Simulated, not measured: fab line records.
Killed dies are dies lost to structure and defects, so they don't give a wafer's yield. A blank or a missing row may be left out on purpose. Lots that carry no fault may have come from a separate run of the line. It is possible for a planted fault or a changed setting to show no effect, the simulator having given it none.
Which tool is to blame? / flow sky130 / 12 lots with 36 wafers sampled at 5 steps, on a route of 708 steps

## WHAT EACH GAUGE READ, for each wafer
The record holds no reading of a measuring or inspecting step that can be judged against a usual standard deviation.

## TOOL THAT RAN EACH LOT (tool first, then ch and the chambers of the sampled wafers, then the start)
lot=L944; SKY_SONOS_ONO_CVD_04=lpcvd-03 ch 1, day 11 15:19; SKY_VIA3_ETCH_14=rie-diel-03 ch 0,1, day 39 15:23; SKY_CAP2M_STRIP_14=plasma-asher-04 ch 0,1, day 40 16:56; SKY_PASSIVATION_STRIP_12=plasma-asher-03 ch 0,1, day 44 17:25; SKY_PAD_OPEN_PROBE_99=-
lot=L946; SKY_SONOS_ONO_CVD_04=lpcvd-03 ch 0, day 12 07:53; SKY_VIA3_ETCH_14=rie-diel-04 ch 1,2,3, day 40 04:40; SKY_CAP2M_STRIP_14=plasma-asher-02 ch 0,1, day 41 06:26; SKY_PASSIVATION_STRIP_12=plasma-asher-02 ch 0,1, day 45 06:37; SKY_PAD_OPEN_PROBE_99=-
lot=L947; SKY_SONOS_ONO_CVD_04=lpcvd-03 ch 1, day 12 07:53; SKY_VIA3_ETCH_14=rie-diel-03 ch 1,2,3, day 40 07:11; SKY_CAP2M_STRIP_14=plasma-asher-04 ch 0,1, day 41 08:44; SKY_PASSIVATION_STRIP_12=plasma-asher-03 ch 0,1, day 45 08:16; SKY_PAD_OPEN_PROBE_99=-
lot=L948; SKY_SONOS_ONO_CVD_04=lpcvd-03 ch 0, day 12 16:16; SKY_VIA3_ETCH_14=rie-diel-04 ch 0,3, day 40 18:08; SKY_CAP2M_STRIP_14=plasma-asher-03 ch 0,1, day 41 20:04; SKY_PASSIVATION_STRIP_12=plasma-asher-04 ch 0,1, day 45 18:35; SKY_PAD_OPEN_PROBE_99=-
lot=L949; SKY_SONOS_ONO_CVD_04=lpcvd-03 ch 1, day 13 02:32; SKY_VIA3_ETCH_14=rie-diel-02 ch 1,2, day 41 02:13; SKY_CAP2M_STRIP_14=plasma-asher-02 ch 0,1, day 42 03:53; SKY_PASSIVATION_STRIP_12=plasma-asher-03 ch 1, day 46 02:20; SKY_PAD_OPEN_PROBE_99=-
lot=L950; SKY_SONOS_ONO_CVD_04=lpcvd-03 ch 0, day 13 09:11; SKY_VIA3_ETCH_14=rie-diel-03 ch 0,2,3, day 41 10:55; SKY_CAP2M_STRIP_14=plasma-asher-04 ch 0, day 42 11:35; SKY_PASSIVATION_STRIP_12=plasma-asher-03 ch 0,1, day 46 07:50; SKY_PAD_OPEN_PROBE_99=-
lot=L951; SKY_SONOS_ONO_CVD_04=lpcvd-03 ch 1, day 13 15:38; SKY_VIA3_ETCH_14=rie-diel-02 ch 0,1, day 41 12:13; SKY_CAP2M_STRIP_14=plasma-asher-03 ch 0,1, day 42 12:47; SKY_PASSIVATION_STRIP_12=plasma-asher-02 ch 0, day 46 08:32; SKY_PAD_OPEN_PROBE_99=-
lot=L952; SKY_SONOS_ONO_CVD_04=lpcvd-03 ch 0, day 14 10:19; SKY_VIA3_ETCH_14=rie-diel-04 ch 0,1,3, day 42 21:44; SKY_CAP2M_STRIP_14=plasma-asher-04 ch 0,1, day 43 22:17; SKY_PASSIVATION_STRIP_12=plasma-asher-04 ch 0,1, day 47 14:44; SKY_PAD_OPEN_PROBE_99=-
lot=L953; SKY_SONOS_ONO_CVD_04=lpcvd-03 ch 0, day 14 10:19; SKY_VIA3_ETCH_14=rie-diel-03 ch 0,1,2, day 42 19:37; SKY_CAP2M_STRIP_14=plasma-asher-02 ch 0,1, day 43 20:02; SKY_PASSIVATION_STRIP_12=plasma-asher-02 ch 0,1, day 47 13:22; SKY_PAD_OPEN_PROBE_99=-
lot=L955; SKY_SONOS_ONO_CVD_04=lpcvd-03 ch 0, day 14 14:30; SKY_VIA3_ETCH_14=rie-diel-03 ch 1,2,3, day 42 22:40; SKY_CAP2M_STRIP_14=plasma-asher-04 ch 0,1, day 43 23:28; SKY_PASSIVATION_STRIP_12=plasma-asher-04 ch 0,1, day 47 16:01; SKY_PAD_OPEN_PROBE_99=-
lot=L960; SKY_SONOS_ONO_CVD_04=lpcvd-03 ch 0, day 16 16:52; SKY_VIA3_ETCH_14=rie-diel-02 ch 0,3, day 44 04:32; SKY_CAP2M_STRIP_14=plasma-asher-04 ch 0,1, day 45 04:47; SKY_PASSIVATION_STRIP_12=plasma-asher-04 ch 0,1, day 48 19:22; SKY_PAD_OPEN_PROBE_99=prober-01, day 49 15:04
lot=L961; SKY_SONOS_ONO_CVD_04=lpcvd-03 ch 1, day 16 21:03; SKY_VIA3_ETCH_14=rie-diel-02 ch 0,3, day 44 12:38; SKY_CAP2M_STRIP_14=plasma-asher-04 ch 0,1, day 45 11:49; SKY_PASSIVATION_STRIP_12=plasma-asher-04 ch 0,1, day 48 22:40; SKY_PAD_OPEN_PROBE_99=-
- SKY_SONOS_ONO_CVD_04: deposits SiO2 from SiH4/N2O, target thk 5.7199 nm.
- SKY_VIA3_ETCH_14: etches BARC in N2/H2, stops on SiO2, time 45.9 s, target depth 60 nm.
- SKY_CAP2M_STRIP_14: strips in O2/N2.
- SKY_PASSIVATION_STRIP_12: strips in O2/N2.
- SKY_PAD_OPEN_PROBE_99

## WHAT THE TOOLS THEMSELVES READ (means of the sampled wafers that have a number; where no wafer has one, the mark that the record gives instead)
SKY_SONOS_ONO_CVD_04. Usual: pressure-mtorr 400.0 mTorr, standard deviation 0.72; spike-tc-bottom-C 919 C, standard deviation 5.2.
lot=L944; tool=lpcvd-03; pressure-mtorr (mTorr)=399.5; spike-tc-bottom-C (C)=922; flag=
lot=L946; tool=lpcvd-03; pressure-mtorr (mTorr)=399.8; spike-tc-bottom-C (C)=914; flag=
lot=L947; tool=lpcvd-03; pressure-mtorr (mTorr)=400.1; spike-tc-bottom-C (C)=923; flag=
lot=L948; tool=lpcvd-03; pressure-mtorr (mTorr)=400.9; spike-tc-bottom-C (C)=914; flag=
lot=L949; tool=lpcvd-03; pressure-mtorr (mTorr)=400.9; spike-tc-bottom-C (C)=922; flag=
lot=L950; tool=lpcvd-03; pressure-mtorr (mTorr)=399.2; spike-tc-bottom-C (C)=914; flag=
lot=L951; tool=lpcvd-03; pressure-mtorr (mTorr)=399.3; spike-tc-bottom-C (C)=923; flag=
lot=L952; tool=lpcvd-03; pressure-mtorr (mTorr)=400.6; spike-tc-bottom-C (C)=913; flag=
lot=L953; tool=lpcvd-03; pressure-mtorr (mTorr)=400.6; spike-tc-bottom-C (C)=913; flag=
lot=L955; tool=lpcvd-03; pressure-mtorr (mTorr)=400.3; spike-tc-bottom-C (C)=914; flag=
lot=L960; tool=lpcvd-03; pressure-mtorr (mTorr)=399.7; spike-tc-bottom-C (C)=912; flag=
lot=L961; tool=lpcvd-03; pressure-mtorr (mTorr)=400.1; spike-tc-bottom-C (C)=923; flag=

SKY_VIA3_ETCH_14. Usual: drypump-motor-current-A 5.8 A, standard deviation 0.38; oes-product-au 0.854 a.u., standard deviation 0.0046; throttle-valve-pct 13.224 %, standard deviation 0.0084.
lot=L944; tool=rie-diel-03; drypump-motor-current-A (A)=6.3; oes-product-au (a.u.)=0.850; throttle-valve-pct (%)=13.223; flag=
lot=L946; tool=rie-diel-04; drypump-motor-current-A (A)=5.5; oes-product-au (a.u.)=0.852; throttle-valve-pct (%)=13.229; flag=
lot=L947; tool=rie-diel-03; drypump-motor-current-A (A)=6.2; oes-product-au (a.u.)=0.850; throttle-valve-pct (%)=13.219; flag=
lot=L948; tool=rie-diel-04; drypump-motor-current-A (A)=5.2; oes-product-au (a.u.)=0.851; throttle-valve-pct (%)=13.219; flag=
lot=L949; tool=rie-diel-02; drypump-motor-current-A (A)=5.7; oes-product-au (a.u.)=0.854; throttle-valve-pct (%)=13.225; flag=
lot=L950; tool=rie-diel-03; drypump-motor-current-A (A)=6.2; oes-product-au (a.u.)=0.858; throttle-valve-pct (%)=13.221; flag=
lot=L951; tool=rie-diel-02; drypump-motor-current-A (A)=5.6; oes-product-au (a.u.)=0.854; throttle-valve-pct (%)=13.213; flag=
lot=L952; tool=rie-diel-04; drypump-motor-current-A (A)=5.3; oes-product-au (a.u.)=0.855; throttle-valve-pct (%)=13.221; flag=
lot=L953; tool=rie-diel-03; drypump-motor-current-A (A)=6.3; oes-product-au (a.u.)=0.860; throttle-valve-pct (%)=13.224; flag=
lot=L955; tool=rie-diel-03; drypump-motor-current-A (A)=6.2; oes-product-au (a.u.)=0.852; throttle-valve-pct (%)=13.225; flag=
lot=L960; tool=rie-diel-02; drypump-motor-current-A (A)=5.8; oes-product-au (a.u.)=0.857; throttle-valve-pct (%)=13.223; flag=
lot=L961; tool=rie-diel-02; drypump-motor-current-A (A)=5.8; oes-product-au (a.u.)=0.854; throttle-valve-pct (%)=13.220; flag=

SKY_CAP2M_STRIP_14. Usual: drypump-motor-current-A 5.6 A, standard deviation 0.7; oes-product-au 0.711 a.u., standard deviation 0.0052; strip-time-to-endpoint-s 12.61 s, standard deviation 0.041.
lot=L944; tool=plasma-asher-04; drypump-motor-current-A (A)=5.3; oes-product-au (a.u.)=0.715; strip-time-to-endpoint-s (s)=12.62; flag=
lot=L946; tool=plasma-asher-02; drypump-motor-current-A (A)=5.9; oes-product-au (a.u.)=0.707; strip-time-to-endpoint-s (s)=12.63; flag=
lot=L947; tool=plasma-asher-04; drypump-motor-current-A (A)=5.9; oes-product-au (a.u.)=0.710; strip-time-to-endpoint-s (s)=12.55; flag=
lot=L948; tool=plasma-asher-03; drypump-motor-current-A (A)=5.6; oes-product-au (a.u.)=0.712; strip-time-to-endpoint-s (s)=12.63; flag=
lot=L949; tool=plasma-asher-02; drypump-motor-current-A (A)=5.5; oes-product-au (a.u.)=0.712; strip-time-to-endpoint-s (s)=12.59; flag=
lot=L950; tool=plasma-asher-04; drypump-motor-current-A (A)=6.5; oes-product-au (a.u.)=0.709; strip-time-to-endpoint-s (s)=12.59; flag=
lot=L951; tool=plasma-asher-03; drypump-motor-current-A (A)=5.5; oes-product-au (a.u.)=0.711; strip-time-to-endpoint-s (s)=12.61; flag=
lot=L952; tool=plasma-asher-04; drypump-motor-current-A (A)=5.9; oes-product-au (a.u.)=0.714; strip-time-to-endpoint-s (s)=12.63; flag=
lot=L953; tool=plasma-asher-02; drypump-motor-current-A (A)=5.8; oes-product-au (a.u.)=0.707; strip-time-to-endpoint-s (s)=12.62; flag=
lot=L955; tool=plasma-asher-04; drypump-motor-current-A (A)=5.9; oes-product-au (a.u.)=0.712; strip-time-to-endpoint-s (s)=12.58; flag=
lot=L960; tool=plasma-asher-04; drypump-motor-current-A (A)=5.9; oes-product-au (a.u.)=0.710; strip-time-to-endpoint-s (s)=12.63; flag=
lot=L961; tool=plasma-asher-04; drypump-motor-current-A (A)=5.9; oes-product-au (a.u.)=0.708; strip-time-to-endpoint-s (s)=12.64; flag=

SKY_PASSIVATION_STRIP_12. Usual: drypump-motor-current-A 5.6 A, standard deviation 0.62; oes-product-au 0.661 a.u., standard deviation 0.0044; strip-time-to-endpoint-s 31.51 s, standard deviation 0.13.
lot=L944; tool=plasma-asher-03; drypump-motor-current-A (A)=5.5; oes-product-au (a.u.)=0.663; strip-time-to-endpoint-s (s)=31.44; flag=
lot=L946; tool=plasma-asher-02; drypump-motor-current-A (A)=5.9; oes-product-au (a.u.)=0.661; strip-time-to-endpoint-s (s)=31.36; flag=
lot=L947; tool=plasma-asher-03; drypump-motor-current-A (A)=5.6; oes-product-au (a.u.)=0.660; strip-time-to-endpoint-s (s)=31.54; flag=
lot=L948; tool=plasma-asher-04; drypump-motor-current-A (A)=5.3; oes-product-au (a.u.)=0.662; strip-time-to-endpoint-s (s)=31.53; flag=
lot=L949; tool=plasma-asher-03; drypump-motor-current-A (A)=5.3; oes-product-au (a.u.)=0.662; strip-time-to-endpoint-s (s)=31.51; flag=
lot=L950; tool=plasma-asher-03; drypump-motor-current-A (A)=5.6; oes-product-au (a.u.)=0.663; strip-time-to-endpoint-s (s)=31.71; flag=
lot=L951; tool=plasma-asher-02; drypump-motor-current-A (A)=6.2; oes-product-au (a.u.)=0.664; strip-time-to-endpoint-s (s)=31.54; flag=
lot=L952; tool=plasma-asher-04; drypump-motor-current-A (A)=5.9; oes-product-au (a.u.)=0.663; strip-time-to-endpoint-s (s)=31.46; flag=
lot=L953; tool=plasma-asher-02; drypump-motor-current-A (A)=5.5; oes-product-au (a.u.)=0.662; strip-time-to-endpoint-s (s)=31.66; flag=
lot=L955; tool=plasma-asher-04; drypump-motor-current-A (A)=5.9; oes-product-au (a.u.)=0.661; strip-time-to-endpoint-s (s)=31.59; flag=
lot=L960; tool=plasma-asher-04; drypump-motor-current-A (A)=5.3; oes-product-au (a.u.)=0.656; strip-time-to-endpoint-s (s)=31.57; flag=
lot=L961; tool=plasma-asher-04; drypump-motor-current-A (A)=5.9; oes-product-au (a.u.)=0.658; strip-time-to-endpoint-s (s)=31.47; flag=

SKY_PAD_OPEN_PROBE_99. Usual: killed_at_M0_to_M3 43, standard deviation 6.4; killed_at_M4_up 2.9, standard deviation 1.7; killed-at-contacts 24, standard deviation 5; killed-at-front-end 15, standard deviation 4; killed-at-other 0.4, standard deviation 0.62; killed-dies 86, standard deviation 9.3; killed-open 47, standard deviation 6.8; killed-short 38, standard deviation 5.8.
lot=L960 tool=prober-01 killed_at_M0_to_M3=37 killed_at_M4_up=3.3 killed-at-contacts=23 killed-at-front-end=48 killed-at-other=0.3 killed-dies=111 killed-open=40 killed-short=34 flag=OFF

## THE ANSWER, worked out from the rows above alone
Rule: take the mean of a lot's wafers that have a number; if it is more than 3 standard deviations from the usual mean, the lot is off. A lot without any number at a reading at which 4 lots or more have one is off too. The other lots that the step has rows for count as sound. First the gauges in route order, then the tools' own readings, where a lot's mean is used as printed above. At the first step where some lot is off, the reading lying furthest off is the one used; lots without a number count as furthest.
Off, at SKY_PAD_OPEN_PROBE_99 on killed-at-front-end: L960. Neither off nor sound, because the step has no rows for them: L944, L946, L947, L948, L949, L950, L951, L952, L953, L955, L961.
A tool fits if, at that step or a process step before it, it ran every lot that is off, and no sound lot after the first of them. Can't be told from this: 4 tools fit, lpcvd-03 at SKY_SONOS_ONO_CVD_04, rie-diel-02 at SKY_VIA3_ETCH_14, plasma-asher-04 at SKY_CAP2M_STRIP_14 and SKY_PASSIVATION_STRIP_12, prober-01 at SKY_PAD_OPEN_PROBE_99.

## WHAT THE SIMULATOR PUT IN
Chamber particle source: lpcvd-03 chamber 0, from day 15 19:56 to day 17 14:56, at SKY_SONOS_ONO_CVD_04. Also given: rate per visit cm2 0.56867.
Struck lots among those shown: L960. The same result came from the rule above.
